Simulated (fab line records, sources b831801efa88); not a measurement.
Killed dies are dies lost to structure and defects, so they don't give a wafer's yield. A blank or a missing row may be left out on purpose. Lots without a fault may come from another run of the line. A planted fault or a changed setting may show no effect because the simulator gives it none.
Which tool did it? | flow sky130 | 24 lots, 72 wafers sampled, at 6 steps of a route of 708

WHAT THE GAUGES READ, wafer by wafer
SKY_METAL4_OVL_MEAS_14. Usual: METAL4_OVL 0 nm, standard deviation 6.
lot  | measured     | on         | METAL4_OVL (nm) | flag
L074 | day 42 03:37 | overlay-02 | 0 4 6           |
L075 | day 42 07:47 | overlay-02 | 0 -1 -3         |
L076 | day 42 12:41 | overlay-01 | -4 2 -10        |
L077 | day 43 01:13 | overlay-02 | -5 11 10        |
L078 | day 43 02:59 | overlay-02 | 4 5 11          |
L079 | day 43 10:13 | overlay-01 | 8 3 0           |
L080 | day 43 20:41 | overlay-01 | -1 -10 -5       |
L081 | day 44 03:41 | overlay-01 | -5 -2 11        |
L082 | day 44 05:16 | overlay-02 | 1 2 8           |
L083 | day 44 09:07 | overlay-01 | 5 3 0           |
L084 | day 45 00:00 | overlay-01 | -1 3 3          |
L085 | day 45 02:02 | overlay-02 | -8 5 -7         |
L086 | day 45 09:34 | overlay-02 | 1 -2 -1         |
L087 | day 45 17:52 | overlay-01 | 2 0 0           |
L088 | day 45 22:13 | overlay-01 | -11 -11 -7      |
L089 | day 46 03:17 | overlay-01 | -5 -1 -7        |
L090 | day 46 09:50 | overlay-02 | -6 -6 -4        |
L091 | day 46 15:55 | overlay-01 | 7 9 14          |
L092 | day 46 20:58 | overlay-02 | -6 2 5          |
L093 | day 47 04:18 | overlay-02 | 9 -7 -1         |
L094 | day 47 04:39 | overlay-02 | -3 -5 -1        |
L095 | day 47 10:47 | overlay-01 | -6 -17 -2       |
L096 | day 47 16:36 | overlay-02 | 3 15 6          |
L097 | day 48 00:28 | overlay-02 | 0 -3 -7         |

WHICH TOOL RAN EACH LOT (tool, then ch and the chambers of the sampled wafers, then the start)
lot  | SKY_METAL2_ETCH_18                | SKY_VIA3_SPUTTER_20          | SKY_CAP2M_CVD_00                | SKY_CAP2M_SPUTTER_02         | SKY_CAP2M_STRIP_14
L074 | rie_metal-04 ch 0,1, day 35 10:20 | pvd_sputter-01, day 40 00:58 | pecvd-02 ch 0,1,2, day 40 01:47 | pvd_sputter-03, day 40 01:52 | plasma_asher-03 ch 0,1, day 41 02:50
L075 | rie_metal-04 ch 0,1, day 35 14:53 | pvd_sputter-03, day 40 05:39 | pecvd-01 ch 1,2, day 40 06:28   | pvd_sputter-03, day 40 06:33 | plasma_asher-01 ch 0,1, day 41 07:07
L076 | rie_metal-03 ch 0,1, day 35 20:43 | pvd_sputter-01, day 40 10:58 | pecvd-03 ch 0,1,2, day 40 11:47 | pvd_sputter-01, day 40 11:52 | plasma_asher-02 ch 0,1, day 41 11:48
L077 | rie_metal-04 ch 0,1, day 36 10:05 | pvd_sputter-01, day 40 23:32 | pecvd-01 ch 0,1, day 41 00:21   | pvd_sputter-04, day 41 00:26 | plasma_asher-01 ch 0,1, day 42 00:50
L078 | rie_metal-01 ch 0,1, day 36 14:25 | pvd_sputter-01, day 41 02:10 | pecvd-02 ch 1,2, day 41 02:59   | pvd_sputter-04, day 41 03:04 | plasma_asher-03 ch 0,1, day 42 03:23
L079 | rie_metal-03 ch 0, day 36 22:38   | pvd_sputter-01, day 41 09:27 | pecvd-02 ch 0,2, day 41 10:19   | pvd_sputter-01, day 41 10:24 | plasma_asher-03 ch 0,1, day 42 10:21
L080 | rie_metal-01 ch 0,1, day 37 10:11 | pvd_sputter-02, day 41 20:32 | pecvd-03 ch 0,1,2, day 41 21:22 | pvd_sputter-03, day 41 21:26 | plasma_asher-03 ch 0,1, day 42 21:04
L081 | rie_metal-01 ch 0,1, day 37 17:58 | pvd_sputter-01, day 42 03:49 | pecvd-02 ch 0,2, day 42 04:38   | pvd_sputter-03, day 42 04:43 | plasma_asher-03 ch 0,1, day 43 04:02
L082 | rie_metal-03 ch 0,1, day 37 19:47 | pvd_sputter-01, day 42 05:43 | pecvd-01 ch 0,1,2, day 42 06:31 | pvd_sputter-01, day 42 06:37 | plasma_asher-03 ch 0,1, day 43 06:25
L083 | rie_metal-01 ch 0,1, day 37 23:56 | pvd_sputter-03, day 42 09:24 | pecvd-03 ch 1,2, day 42 10:13   | pvd_sputter-04, day 42 10:18 | plasma_asher-01 ch 0,1, day 43 09:34
L084 | rie_metal-04 ch 0,1, day 38 19:11 | pvd_sputter-03, day 43 01:38 | pecvd-01 ch 0,1, day 43 02:28   | pvd_sputter-04, day 43 02:32 | plasma_asher-01 ch 0,1, day 44 01:34
L085 | rie_metal-03 ch 0,1, day 38 20:38 | pvd_sputter-02, day 43 03:18 | pecvd-03 ch 0, day 43 04:07     | pvd_sputter-03, day 43 04:13 | plasma_asher-01 ch 1, day 44 03:11
L086 | rie_metal-04 ch 1, day 39 04:02   | pvd_sputter-02, day 43 11:23 | pecvd-01 ch 0,1,2, day 43 12:13 | pvd_sputter-04, day 43 12:17 | plasma_asher-03 ch 0,1, day 44 10:53
L087 | rie_metal-04 ch 1, day 39 15:14   | pvd_sputter-02, day 43 20:52 | pecvd-01 ch 0,1, day 43 21:41   | pvd_sputter-04, day 43 21:46 | plasma_asher-01 ch 0, day 44 19:28
L088 | rie_metal-04 ch 0,1, day 39 19:52 | pvd_sputter-02, day 44 01:30 | pecvd-02 ch 0,1, day 44 02:19   | pvd_sputter-04, day 44 02:25 | plasma_asher-01 ch 1, day 45 00:13
L089 | rie_metal-01 ch 0,1, day 40 02:41 | pvd_sputter-02, day 44 05:51 | pecvd-03 ch 0,1,2, day 44 06:41 | pvd_sputter-01, day 44 06:45 | plasma_asher-03 ch 0,1, day 45 05:01
L090 | rie_metal-01 ch 0,1, day 40 09:08 | pvd_sputter-03, day 44 12:37 | pecvd-02 ch 0,2, day 44 13:26   | pvd_sputter-04, day 44 13:31 | plasma_asher-03 ch 1, day 45 11:38
L091 | rie_metal-04 ch 0,1, day 40 15:13 | pvd_sputter-02, day 44 18:58 | pecvd-01 ch 0,1, day 44 19:47   | pvd_sputter-04, day 44 19:52 | plasma_asher-01 ch 0,1, day 45 18:07
L092 | rie_metal-01 ch 0,1, day 40 23:56 | pvd_sputter-02, day 45 01:46 | pecvd-02 ch 1,2, day 45 02:34   | pvd_sputter-03, day 45 02:40 | plasma_asher-03 ch 0,1, day 46 00:38
L093 | rie_metal-01 ch 0,1, day 41 06:58 | pvd_sputter-01, day 45 08:37 | pecvd-01 ch 0,1,2, day 45 09:34 | pvd_sputter-04, day 45 09:39 | plasma_asher-01 ch 0,1, day 46 07:24
L094 | rie_metal-01 ch 0,1, day 41 07:37 | pvd_sputter-02, day 45 09:22 | pecvd-02 ch 0,1,2, day 45 10:19 | pvd_sputter-01, day 45 10:23 | plasma_asher-03 ch 0, day 46 07:40
L095 | rie_metal-03 ch 0,1, day 41 14:07 | pvd_sputter-01, day 45 15:50 | pecvd-02 ch 0,1,2, day 45 16:39 | pvd_sputter-03, day 45 16:44 | plasma_asher-01 ch 0,1, day 46 13:50
L096 | rie_metal-04 ch 0,1, day 41 21:52 | pvd_sputter-02, day 45 21:46 | pecvd-01 ch 1,2, day 45 22:34   | pvd_sputter-03, day 45 22:40 | plasma_asher-01 ch 0,1, day 46 19:40
L097 | rie_metal-01 ch 0,1, day 42 05:24 | pvd_sputter-01, day 46 06:48 | pecvd-01 ch 0,2, day 46 07:54   | pvd_sputter-03, day 46 07:59 | plasma_asher-03 ch 0,1, day 47 04:22
- SKY_METAL2_ETCH_18: etches BARC in N2/H2, stops on SiO2, time 45.9 s, target depth 60 nm.
- SKY_VIA3_SPUTTER_20: material TiN, target thk 20 nm, time 80 s.
- SKY_CAP2M_CVD_00: deposits SiO2, target thk 15.5 nm.
- SKY_CAP2M_SPUTTER_02: material TiN, target thk 200 nm, time 166.7 s.
- SKY_CAP2M_STRIP_14: strips in O2/N2.

WHAT THE TOOLS THEMSELVES READ (means of the sampled wafers that have a number; where no wafer has one, the mark that the record gives instead)
SKY_METAL2_ETCH_18. Usual: drypump_motor_current_A 5.8 A, standard deviation 0.31; h2_flow_sccm 200.0 sccm, standard deviation 0.61; oes_product_au 0.854 a.u., standard deviation 0.0049; throttle_valve_pct 13.223 %, standard deviation 0.0096.
lot  | tool         | drypump_motor_current_A (A) | h2_flow_sccm (sccm) | oes_product_au (a.u.) | throttle_valve_pct (%) | flag
L074 | rie_metal-04 | 6.0                         | 199.7               | 0.855                 | 13.221                 |
L075 | rie_metal-04 | 6.1                         | 199.9               | 0.854                 | 13.224                 |
L076 | rie_metal-03 | 5.5                         | 199.3               | 0.851                 | 13.225                 |
L077 | rie_metal-04 | 6.1                         | 200.1               | 0.858                 | 13.221                 |
L078 | rie_metal-01 | 5.8                         | 200.1               | 0.854                 | 13.219                 |
L079 | rie_metal-03 | 5.4                         | 200.3               | 0.856                 | 13.225                 |
L080 | rie_metal-01 | 5.8                         | 199.9               | 0.857                 | 13.216                 |
L081 | rie_metal-01 | 5.7                         | 200.5               | 0.853                 | 13.226                 |
L082 | rie_metal-03 | 5.7                         | 199.3               | 0.852                 | 13.216                 |
L083 | rie_metal-01 | 5.6                         | 199.9               | 0.854                 | 13.221                 |
L084 | rie_metal-04 | 6.1                         | 199.4               | 0.857                 | 13.223                 |
L085 | rie_metal-03 | 5.5                         | 200.1               | 0.855                 | 13.217                 |
L086 | rie_metal-04 | 5.8                         | 200.3               | 0.852                 | 13.230                 |
L087 | rie_metal-04 | 5.8                         | 201.0               | 0.859                 | 13.218                 |
L088 | rie_metal-04 | 6.0                         | 200.2               | 0.857                 | 13.211                 |
L089 | rie_metal-01 | 5.6                         | 200.0               | 0.859                 | 13.220                 |
L090 | rie_metal-01 | 5.6                         | 200.3               | 0.851                 | 13.236                 |
L091 | rie_metal-04 | 6.0                         | 199.8               | 0.849                 | 13.209                 |
L092 | rie_metal-01 | 5.8                         | 200.0               | 0.855                 | 13.223                 |
L093 | rie_metal-01 | 5.7                         | 200.2               | 0.857                 | 13.221                 |
L094 | rie_metal-01 | 5.6                         | 199.9               | 0.854                 | 13.215                 |
L095 | rie_metal-03 | 5.7                         | 200.4               | 0.856                 | 13.212                 |
L096 | rie_metal-04 | 6.1                         | 200.0               | 0.856                 | 13.222                 |
L097 | rie_metal-01 | 5.6                         | 199.6               | 0.853                 | 13.232                 |

SKY_VIA3_SPUTTER_20. Usual: throttle_valve_pct 30.2 %, standard deviation 0.82.
lot  | tool           | throttle_valve_pct (%) | flag
L074 | pvd_sputter-01 | 29.5                   |
L075 | pvd_sputter-03 | 30.0                   |
L076 | pvd_sputter-01 | 30.0                   |
L077 | pvd_sputter-01 | 29.5                   |
L078 | pvd_sputter-01 | 29.6                   |
L079 | pvd_sputter-01 | 29.6                   |
L080 | pvd_sputter-02 | 30.7                   |
L081 | pvd_sputter-01 | 30.0                   |
L082 | pvd_sputter-01 | 29.6                   |
L083 | pvd_sputter-03 | 29.3                   |
L084 | pvd_sputter-03 | 29.4                   |
L085 | pvd_sputter-02 | 30.6                   |
L086 | pvd_sputter-02 | 30.7                   |
L087 | pvd_sputter-02 | 30.6                   |
L088 | pvd_sputter-02 | 30.8                   |
L089 | pvd_sputter-02 | 31.0                   |
L090 | pvd_sputter-03 | 30.1                   |
L091 | pvd_sputter-02 | 30.8                   |
L092 | pvd_sputter-02 | 31.0                   |
L093 | pvd_sputter-01 | 30.0                   |
L094 | pvd_sputter-02 | 31.1                   |
L095 | pvd_sputter-01 | 29.9                   |
L096 | pvd_sputter-02 | 30.9                   |
L097 | pvd_sputter-01 | 29.9                   |

SKY_CAP2M_CVD_00. Usual: heater_power_w 752 W, standard deviation 110.
lot  | tool     | heater_power_w (W) | flag
L074 | pecvd-02 | 741                |
L075 | pecvd-01 | 785                |
L076 | pecvd-03 | 752                |
L077 | pecvd-01 | 751                |
L078 | pecvd-02 | 772                |
L079 | pecvd-02 | 740                |
L080 | pecvd-03 | 763                |
L081 | pecvd-02 | 639                |
L082 | pecvd-01 | 836                |
L083 | pecvd-03 | 802                |
L084 | pecvd-01 | 864                |
L085 | pecvd-03 | 758                |
L086 | pecvd-01 | 764                |
L087 | pecvd-01 | 855                |
L088 | pecvd-02 | 695                |
L089 | pecvd-03 | 774                |
L090 | pecvd-02 | 709                |
L091 | pecvd-01 | 839                |
L092 | pecvd-02 | 774                |
L093 | pecvd-01 | 773                |
L094 | pecvd-02 | 725                |
L095 | pecvd-02 | 692                |
L096 | pecvd-01 | 659                |
L097 | pecvd-01 | 878                |

SKY_CAP2M_SPUTTER_02. Usual: throttle_valve_pct 29.5 %, standard deviation 0.77.
lot  | tool           | throttle_valve_pct (%) | flag
L074 | pvd_sputter-03 | 29.3                   |
L075 | pvd_sputter-03 | 29.9                   |
L076 | pvd_sputter-01 | 29.5                   |
L077 | pvd_sputter-04 | 29.1                   |
L078 | pvd_sputter-04 | 29.5                   |
L079 | pvd_sputter-01 | 29.6                   |
L080 | pvd_sputter-03 | 29.2                   |
L081 | pvd_sputter-03 | 29.4                   |
L082 | pvd_sputter-01 | 29.6                   |
L083 | pvd_sputter-04 | 29.8                   |
L084 | pvd_sputter-04 | 29.1                   |
L085 | pvd_sputter-03 | 29.5                   |
L086 | pvd_sputter-04 | 29.5                   |
L087 | pvd_sputter-04 | 29.7                   |
L088 | pvd_sputter-04 | 29.9                   |
L089 | pvd_sputter-01 | 29.7                   |
L090 | pvd_sputter-04 | 28.9                   |
L091 | pvd_sputter-04 | 29.2                   |
L092 | pvd_sputter-03 | 30.0                   |
L093 | pvd_sputter-04 | 29.2                   |
L094 | pvd_sputter-01 | 30.1                   |
L095 | pvd_sputter-03 | 29.2                   |
L096 | pvd_sputter-03 | 29.8                   |
L097 | pvd_sputter-03 | 30.1                   |

SKY_CAP2M_STRIP_14. Usual: drypump_motor_current_A 5.88 A, standard deviation 0.07; oes_product_au 0.710 a.u., standard deviation 0.0043; strip_time_to_endpoint_s 12.65 s, standard deviation 0.055.
lot  | tool            | drypump_motor_current_A (A) | oes_product_au (a.u.) | strip_time_to_endpoint_s (s) | flag
L074 | plasma_asher-03 | 5.93                        | 0.710                 | 12.62                        |
L075 | plasma_asher-01 | 5.84                        | 0.709                 | 12.70                        |
L076 | plasma_asher-02 | 5.93                        | 0.716                 | 12.66                        |
L077 | plasma_asher-01 | 5.83                        | 0.712                 | 12.77                        |
L078 | plasma_asher-03 | 5.94                        | 0.710                 | 12.55                        |
L079 | plasma_asher-03 | 5.93                        | 0.708                 | 12.63                        |
L080 | plasma_asher-03 | 5.90                        | 0.709                 | 12.70                        |
L081 | plasma_asher-03 | 5.90                        | 0.711                 | 12.63                        |
L082 | plasma_asher-03 | 5.91                        | 0.709                 | 12.66                        |
L083 | plasma_asher-01 | 5.82                        | 0.713                 | 12.64                        |
L084 | plasma_asher-01 | 5.84                        | 0.710                 | 12.58                        |
L085 | plasma_asher-01 | 5.80                        | 0.709                 | 12.62                        |
L086 | plasma_asher-03 | 5.89                        | 0.707                 | 12.62                        |
L087 | plasma_asher-01 | 5.88                        | 0.707                 | 12.60                        |
L088 | plasma_asher-01 | 5.81                        | 0.715                 | 12.70                        |
L089 | plasma_asher-03 | 5.94                        | 0.709                 | 12.68                        |
L090 | plasma_asher-03 | 5.85                        | 0.710                 | 12.71                        |
L091 | plasma_asher-01 | 5.85                        | 0.712                 | 12.70                        |
L092 | plasma_asher-03 | 5.93                        | 0.709                 | 12.60                        |
L093 | plasma_asher-01 | 5.83                        | 0.710                 | 12.61                        |
L094 | plasma_asher-03 | 5.98                        | 0.710                 | 12.68                        |
L095 | plasma_asher-01 | 5.86                        | 0.713                 | 12.63                        |
L096 | plasma_asher-01 | 5.84                        | 0.707                 | 12.69                        |
L097 | plasma_asher-03 | 5.94                        | 0.713                 | 12.71                        |

THE ANSWER, worked out from the rows above alone
Rule: a lot is off if the mean of its wafers that have a number lies more than 3 standard deviations from the usual mean. A lot without any number at a reading at which 4 lots or more have one is off too. The other lots that the step has rows for count as sound. The gauges are gone through in route order, then the tools' own readings, and for those a lot's mean is taken as printed above. The first step at which some lot is off is used, and at that step the reading that is off furthest; a lot without a number counts as furthest.
No lot is off at any reading shown: from this, nothing can be told.

WHAT THE SIMULATOR HAD PUT IN
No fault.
